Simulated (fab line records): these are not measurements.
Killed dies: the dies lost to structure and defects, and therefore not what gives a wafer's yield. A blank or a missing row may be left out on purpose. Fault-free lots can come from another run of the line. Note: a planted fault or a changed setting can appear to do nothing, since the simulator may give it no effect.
Comparing a struck lot with a sound one / flow sky130 / 44 steps out of a route of 708
Sound: wafers L944.1, L944.3, L944.6. Wafers struck: L965.1, L965.2, L965.6. Last of all comes the cause.
At each step with rows: each side's tool, then ch and its chambers, then its first start. Under that, the readings that differ: sound wafers / struck wafers / difference of the means / sigmas: that difference in standard deviations of wafers without a fault.
alike: readings whose means differ by less than 2 such deviations, and words and numbers that are the same on both sides. not compared: withheld readings, readings that some wafer has no value for, bounds like >300 that may hide the same value, and numbers for which the record gives no deviation and whose values overlap.
A row with sigmas, a row that says differs or no value, or rows on one side alone: a step with any of these is where the two part. Numbers that don't overlap but have no deviation are shown without sigmas and don't part them. Lack of a reading on every wafer of one side parts them only where that side has two or more wafers.

SKY_VIA2_SPUTTER_20: material TiN, target thk 20 nm, time 80 s.
  sound on pvdSputter-03, day 36 23:07; struck on pvdSputter-04, day 43 07:17
  alike: throttleValvePct
SKY_VIA2_CVD_21: deposits W, target thk 420 nm, time 126.4 s.
  sound on cvdW-02 ch 0,1, day 36 23:11; struck on cvdW-02 ch 0,1, day 43 07:21
  alike: heaterPowerW
SKY_VIA2_RS_MEAS_22: the measuring method here is four-point-probe.
  sound on filmMetro-01, day 36 23:19; struck on filmMetro-02, day 43 07:29
  alike: VIA2_W_RS
SKY_VIA2_THK_MEAS_23: measures by xrf.
  sound on filmMetro-01, day 36 23:26; struck on filmMetro-02, day 43 07:36
  alike: VIA2_W_THK
then, 3 steps without rows for these wafers: SKY_VIA2_CMP_24 (polishes, stops on SiO2, t overpolish 20 s, target thk 0 nm); SKY_METAL3_SPUTTER_00 (material Ti, target thk 15 nm, time 10 s); SKY_METAL3_SPUTTER_01 (material TiN, target thk 20 nm, time 16.7 s).
SKY_METAL3_SPUTTER_02: material AlCu, target thk 735 nm, time 39.1 s.
  sound on pvdSputter-02, day 36 23:50; struck on pvdSputter-01, day 43 08:01
  alike: throttleValvePct
SKY_METAL3_SPUTTER_03: material Ti, target thk 5 nm, time 3.3 s.
  sound on pvdSputter-02, day 36 23:52; struck on pvdSputter-01, day 43 08:03
  alike: throttleValvePct
then, 1 step without rows for these wafers: SKY_METAL3_SPUTTER_04 (material TiN, target thk 70 nm, time 58.3 s).
SKY_CAPM_CVD_00: deposits SiO2, target thk 15.5 nm.
  sound on pecvd-04 ch 0,2, day 36 23:56; struck on pecvd-01 ch 0,2, day 43 08:07
reading=heaterPowerW (W); sound=902 689 892; struck=645 575 646; difference=-206; sigmas=-2
SKY_CAPM_THK_MEAS_01:
  sound on filmMetro-03, day 36 23:58; struck on filmMetro-02, day 43 08:09
reading=CAPM_CVD_00_THK (nm); sound=15.96 15.56 16.23; struck=15.26 15.19 15.56; difference=-0.58; sigmas=-3
SKY_CAPM_SPUTTER_02: material TiN, target thk 200 nm, time 166.7 s.
  sound on pvdSputter-01, day 37 00:01; struck on pvdSputter-04, day 43 08:13
reading=model.TiN_of_CAPM_SPUTTER_02.thkNm (nm); sound=201.9 202.4 197.1; struck=152.5 154.9 154.9; difference=-46.4; sigmas=
  alike: throttleValvePct
SKY_CAPM_RS_MEAS_03: the measuring method here is four-point-probe.
  sound on filmMetro-02, day 37 00:08; struck on filmMetro-03, day 43 08:19
reading=CAPM_TIN_RS (ohm/sq); sound=6.84 6.83 7.03; struck=9.13 8.97 8.97; difference=+2.12; sigmas=+26
SKY_CAPM_THK_MEAS_04: measures by xrf.
  sound on filmMetro-02, day 37 00:15; struck on filmMetro-03, day 43 08:26
reading=CAPM_TIN_THK (nm); sound=199.0 200.0 193.9; struck=151.6 153.7 154.2; difference=-44.5; sigmas=-18
then, 7 steps without rows for these wafers: SKY_CAPM_DEHYDRATE_05 (time 60 s); SKY_CAPM_HMDS_06 (prime time 60 s); SKY_CAPM_COAT_07 (resist thk 1140 nm); SKY_CAPM_SOFTBAKE_08 (time 60 s); SKY_CAPM_EXPOSE_09 (exposes mask CAPM, target cd 1000 nm); SKY_CAPM_PEB_10; SKY_CAPM_DEVELOP_11 (develop time 60 s).
SKY_CAPM_OVL_MEAS_12:
  sound on overlay-02, day 38 01:51; struck on overlay-01, day 44 05:57
  alike: CAPM_OVL
SKY_CAPM_METAL_ETCH_13: etches TiN in Cl2/BCl3, stops on SiO2, target depth 220 nm, time 62.9 s.
  sound on rieMetal-03 ch 0,1, day 38 01:53; struck on rieMetal-03 ch 0,1, day 44 05:59
reading=oesProductAu (a.u.); sound=0.947 0.950 0.935; struck=0.813 0.803 0.818; difference=-0.133; sigmas=-17
reading=throttleValvePct (%); sound=21.898 21.898 21.907; struck=21.993 21.991 21.973; difference=+0.085; sigmas=+9
  alike: drypumpMotorCurrentA
  not compared: rfHoursCounterH
then, 12 steps without rows for these wafers: SKY_CAPM_STRIP_14 (strips in O2/N2); SKY_CAPM_STRIP_15 (strips in post etch residue remover, time 1200 s); SKY_CAPM_CLEAN_16 (cleans in IPA, time 180 s); SKY_CAPM_CLEAN_17 (cleans in O3/DIW); SKY_METAL3_DEHYDRATE_05 (time 60 s); SKY_METAL3_HMDS_06 (prime time 60 s); SKY_METAL3_COAT_07 (resist thk 60 nm); SKY_METAL3_COAT_08 (resist thk 1140 nm); SKY_METAL3_SOFTBAKE_09 (time 90 s); SKY_METAL3_EXPOSE_10 (exposes mask MM3, target cd 300 nm); SKY_METAL3_PEB_11; SKY_METAL3_DEVELOP_12 (develop time 60 s).
SKY_METAL3_CD_MEAS_13: target cd 300 nm.
  sound on cdSem-02, day 39 04:10; struck on cdSem-01, day 45 04:47
reading=cdNm (nm); sound=296.9 298.4 297.6; struck=300.1 301.1 300.4; difference=+2.9; sigmas=+2
SKY_METAL3_OVL_MEAS_14:
  sound on overlay-01, day 39 04:17; struck on overlay-01, day 45 04:55
  alike: METAL3_OVL
then, 4 steps without rows for these wafers: SKY_METAL3_DESCUM_15 (chemistry O2, time 8 s); SKY_METAL3_ETCH_16 (etches BARC in N2/H2, stops on SiO2, time 88.2 s, target depth 60 nm); SKY_METAL3_ETCH_17 (etches SiO2 in C4F8/O2/Ar, stops on TiN, time 3.9 s, target depth 15 nm); SKY_METAL3_METAL_ETCH_18 (etches the open film in Cl2/BCl3, stops on SiO2, target depth 845 nm, time 183.1 s).
SKY_METAL3_STRIP_20: strips in post etch residue remover, time 1200 s.
  sound on wetBench-03 ch 0, day 39 04:55; struck on wetBench-03 ch 2, day 45 05:23
reading=model.TiN_of_CAPM_SPUTTER_02.thkNm (nm); sound=201.1 201.5 196.2; struck=151.6 154.1 154; difference=-46.4; sigmas=
-- the record jumps here: 6 days lie between the struck wafers' starts before and after (it left off in module METAL3 and takes up again in module PAD_OPEN, whose first step shown is number 708 of the route) --
SKY_PAD_OPEN_PROBE_99:
  sound on prober-01, day 46 08:53; struck on prober-02, day 51 02:08
reading=model.etest.capMim.plateOhmSq; sound=5.944 5.936 6.128; struck=7.93 7.752 7.782; difference=+1.82; sigmas=
reading=model.etest.capMim.bvV (V); sound=14.45 14.02 14.72; struck=12.38 12.11 12.63; difference=-2.02; sigmas=
reading=model.etest.capMim.leakLog10ACm2; sound=-9.227 -8.792 -9.199; struck=-8.195 -8.302 -8.595; difference=+0.709; sigmas=
  alike: defectLimitedYield, killed_at_M0_to_M3, killed_at_M4_up, killedAtContacts, killedAtFrontEnd, killedAtOther, killedDies, killedOpen, killedShort, sort_bin_3_pad_short, sort_bin_5_function, sort_bin_6_memory, sortNPass, sortYieldPct

WHERE THEY PART
Earliest at SKY_CAPM_CVD_00; latest, in this record, at SKY_METAL3_CD_MEAS_13. Later steps at which nothing parts them and some readings are alike: SKY_METAL3_OVL_MEAS_14, SKY_PAD_OPEN_PROBE_99.

WHY: the cause the simulator had injected
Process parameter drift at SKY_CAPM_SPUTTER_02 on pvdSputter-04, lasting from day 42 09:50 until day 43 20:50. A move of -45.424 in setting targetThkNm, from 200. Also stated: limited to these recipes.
